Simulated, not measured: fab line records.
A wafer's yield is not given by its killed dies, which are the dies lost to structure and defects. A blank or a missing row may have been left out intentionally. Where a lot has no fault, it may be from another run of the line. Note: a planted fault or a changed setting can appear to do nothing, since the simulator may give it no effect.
Chamber matching | flow gf180mcu | 4 sister chambers for GF_V1_CMP_26 on cmp-01
The step polishes, stops on SiO2, t overpolish 15 s, target thk 0 nm. 4 wafers are shown with their chamber, then 12 later ones without.

## EACH WAFER AND ITS CHAMBER
wafer  | chamber | motor current A (A)
L085.5 | 1       | 14.0
L091.4 | 0       | 11.6
L092.5 | 2       | 10.6
L092.6 | 3       | 13.6

## WAFERS WITH NO CHAMBER GIVEN
wafer  | motor current A (A)
L093.1 | 12.7
L093.2 | 11.3
L093.3 | 13.7
L095.4 | 14.7
L095.5 | 14.4
L095.6 | 11.0
L096.2 | 10.7
L096.4 | 13.3
L096.6 | 10.4
L097.1 | 11.9
L097.5 | 13.7
L097.6 | 11.3

## WHICH CHAMBER EACH WENT THROUGH
wafer  | from the rows above          | in truth
L093.1 | can't be placed: 3 or 0 or 1 | 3
L093.2 | can't be placed: 0 or 2      | 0
L093.3 | can't be placed: 3 or 1      | 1
L095.4 | can't be placed: 1 or 3      | 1
L095.5 | can't be placed: 1 or 3      | 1
L095.6 | can't be placed: 2 or 0      | 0
L096.2 | can't be placed: 2 or 0      | 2
L096.4 | can't be placed: 3 or 1      | 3
L096.6 | 2                            | 2
L097.1 | 0                            | 0
L097.5 | can't be placed: 3 or 1      | 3
L097.6 | can't be placed: 0 or 2      | 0
Placed correctly: 2 of 12. Unplaceable from these rows: 10, with the true chamber sitting among the candidates in 10. Wrongly placed: 0.
How it was worked out, from the rows above alone: a wafer's distance from a chamber is the root of the sum, over the readings, of the square of ((its reading less the chamber's mean) divided by the reading's scatter). If the next closest chamber is less than 2 further off than the closest, the wafer can't be placed; otherwise it belongs to the closest. The mean given for a chamber averages the wafers shown for that chamber. The scatter: root of mean squared gap, hidden wafer to nearest shown wafer, with one shown wafer a chamber.
